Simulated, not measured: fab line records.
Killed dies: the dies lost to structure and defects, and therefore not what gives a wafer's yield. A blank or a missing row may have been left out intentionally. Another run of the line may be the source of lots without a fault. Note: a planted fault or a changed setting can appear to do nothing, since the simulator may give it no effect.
Comparing a struck lot with a sound one || flow sky130 || 16 out of 708 route steps
Sound: the wafers L668.2, L668.4, L668.6. Struck: wafers L677.1, L677.3, L677.5. The cause is given at the end.
At each step with rows: each side's tool, then ch and its chambers, then its first start. Under that, the readings that differ: sound wafers || struck wafers || difference of the means || sigmas: that difference in standard deviations of wafers without a fault.
alike: readings with means less than 2 such deviations apart, plus words and numbers identical on both sides. not compared: withheld readings, readings lacking a value on some wafer, bounds such as >300 that could conceal the same value, and numbers that have no deviation in the record and whose values overlap.
Wherever a step has rows on one side only, a row that says differs or no value, or a row with sigmas, the two part there. When numbers do not overlap yet have no deviation, they are printed without sigmas and do not part them. A reading missing from all wafers of one side parts the sides only when that side holds two or more wafers.

first, 5 steps without rows for these wafers: SKY_SONOS_TUNNEL_COAT_02 (resist thk 1140 nm); SKY_SONOS_TUNNEL_SOFTBAKE_03 (time 60 s); SKY_SONOS_TUNNEL_EXPOSE_04 (exposes mask TUNM, target cd 410 nm); SKY_SONOS_TUNNEL_PEB_05; SKY_SONOS_TUNNEL_DEVELOP_06 (develop time 60 s).
SKY_SONOS_TUNNEL_CD_MEAS_07: target cd 410 nm.
  sound: cd sem-02 at day 11 14:01; struck: cd sem-02 at day 14 13:06
  alike: cd nm
SKY_SONOS_TUNNEL_OVL_MEAS_08:
  sound: overlay-01 at day 11 14:07; struck: overlay-02 at day 14 13:13
  alike: SONOS_TUNNEL_OVL
then, 3 steps without rows for these wafers: SKY_SONOS_TUNNEL_IMPLANT_09; SKY_SONOS_TUNNEL_WET_ETCH_10 (etches SiO2 in dHF, target depth 14 nm, time 280 s); SKY_SONOS_TUNNEL_STRIP_11 (strips in SPM, time 600 s).
SKY_SONOS_TUNNEL_TW_MEAS_12:
  sound: film metro-04 at day 11 14:46; struck: film metro-04 at day 14 13:40
  alike: SONOS_TUNNEL_TW
then, 1 step without rows for these wafers: SKY_SONOS_TUNNEL_CLEAN_13 (cleans in dHF, time 20 s).
SKY_SONOS_ONO_OXIDATION_00: stabilise 600 s, purge 300 s, target thk 2.6 nm.
  sound on furnace-01 ch 0, day 11 15:45; struck on furnace-02 ch 0, day 14 13:44
{"reading": "model.SiO2_of_SONOS_ONO_OXIDATION_00.thk nm (nm)", "sound": "2.553 2.532 2.52", "struck": "3.445 3.429 3.484", "difference": "+0.918", "sigmas": ""}
  alike: tube center temp C, zone power bottom pct
SKY_SONOS_ONO_THK_MEAS_01:
  sound: film metro-02 at day 11 17:07; struck: film metro-01 at day 14 15:05
{"reading": "SONOS_ONO_OXIDATION_THK (nm)", "sound": "2.50 2.51 2.50", "struck": "3.40 3.43 3.47", "difference": "+0.93", "sigmas": "+16"}
then, 1 step without rows for these wafers: SKY_SONOS_ONO_CVD_02 (deposits Si3N4 from DCS/NH3, target thk 10.5 nm, time 180 s).
-- here the record skips 34 days between the struck wafers' starts before and after, leaving off in module SONOS_ONO and picking up in module PAD_OPEN (first step shown: number 708 of the route) --
SKY_PAD_OPEN_PROBE_99:
  sound: prober-02 at day 45 22:34; struck: prober-01 at day 48 05:33
{"reading": "model.etest.sonos erased.drive ua um", "sound": "215.6 191.7 232.3", "struck": "20.92 20.88 23.75", "difference": -191.35, "sigmas": ""}
{"reading": "model.etest.sonos erased.vt v (V)", "sound": "-2.35 -2.326 -2.397", "struck": "-0.379 -0.3799 -0.4395", "difference": "+1.958", "sigmas": ""}
{"reading": "model.etest.cap ono.gate log10 a cm2", "sound": "-7.703 -7.785 -7.621", "struck": "-8.768 -8.675 -8.773", "difference": -1.036, "sigmas": ""}
{"reading": "model.etest.cap ono.gate bv v (V)", "sound": "16.34 16.13 16.34", "struck": "17.65 17.22 17.25", "difference": "+1.10", "sigmas": ""}
{"reading": "model.etest.cap ono.tox acc nm (nm)", "sound": "12.73 12.76 12.65", "struck": "13.51 13.42 13.57", "difference": "+0.79", "sigmas": ""}
{"reading": "model.etest.sonos programmed.vt v (V)", "sound": "1.531 1.527 1.587", "struck": "1.13 1.164 1.072", "difference": -0.43, "sigmas": ""}
  not compared: model.etest.sonos uncharged.r on ohm um, model.etest.sonos programmed.off log10 a um

== WHERE THEY PART ==
Within this record, at SKY_SONOS_ONO_THK_MEAS_01 only.

WHY: the cause the simulator had injected
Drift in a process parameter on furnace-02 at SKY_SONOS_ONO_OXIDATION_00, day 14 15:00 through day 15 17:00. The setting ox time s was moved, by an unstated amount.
